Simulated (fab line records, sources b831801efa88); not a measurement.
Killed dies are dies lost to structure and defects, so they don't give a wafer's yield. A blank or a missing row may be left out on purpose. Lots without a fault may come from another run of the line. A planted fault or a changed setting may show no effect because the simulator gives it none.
Chamber matching | flow gf180mcu | GF_V1_CMP_04 on cmp-02: 4 sister chambers
The step polishes SiO2. 16 wafers are shown with their chamber, then 7 later ones without.

WAFERS WITH THEIR CHAMBER
wafer  | chamber | motor_current_A (A) | time_to_endpoint_s (s)
L962.1 | 0       | 11.4                | 64
L962.4 | 1       | 13.9                | 77
L962.6 | 0       | 12.7                | 71
L967.1 | 1       | 13.0                | 75
L967.3 | 2       | 13.5                | 77
L967.6 | 2       | 12.6                | 83
L968.3 | 3       | 12.4                | 72
L968.5 | 3       | 12.7                | 82
L971.3 | 0       | 11.9                | 68
L971.4 | 1       | 13.4                | 83
L971.5 | 1       | 13.8                | 83
L972.2 | 3       | 12.5                | 69
L972.5 | 0       | 12.2                | 68
L972.6 | 3       | 13.0                | 79
L976.2 | 1       | 13.6                | 79
L976.3 | 0       | 12.1                | 62

SIGNATURES (means of the wafers above)
reading            | chamber 0 | chamber 1 | chamber 2 | chamber 3 | scatter within a chamber
motor_current_A    | 12.060    | 13.540    | 13.050    | 12.650    | 0.41
time_to_endpoint_s | 66.60     | 79.40     | 80.00     | 75.50     | 4.37
Rule: a wafer's distance from a chamber is the root of the sum, over the readings, of the square of ((its reading less the chamber's mean) divided by the reading's scatter). The wafer belongs to the nearest chamber; if the next one is less than 2 further off, it can't be placed. The scatter: the root of (the sum of the squares of (reading less its chamber's mean) over the shown wafers, divided by (wafers less chambers)).

WAFERS WITHOUT THEIR CHAMBER
wafer  | motor_current_A (A) | time_to_endpoint_s (s)
L976.4 | 12.5                | 77
L979.1 | 13.5                | 78
L979.3 | 13.0                | 87
L979.5 | 11.4                | 85
L980.1 | 13.9                | 72
L980.2 | 13.5                | 70
L980.5 | 12.2                | 71

WHICH CHAMBER EACH WENT THROUGH
wafer  | from the rows above               | in truth
L976.4 | can't be placed: 3 or 2           | 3
L979.1 | can't be placed: 1 or 2 or 3      | 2
L979.3 | can't be placed: 2 or 1 or 3      | 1
L979.5 | can't be placed: 3 or 2 or 0 or 1 | 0
L980.1 | can't be placed: 1 or 2 or 3      | 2
L980.2 | can't be placed: 1 or 3 or 2 or 0 | 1
L980.5 | can't be placed: 0 or 3 or 2      | 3
Placed correctly: 0 of 7. Can't be placed from these rows: 7 (the true chamber is among the candidates in 7). Placed wrongly: 0.
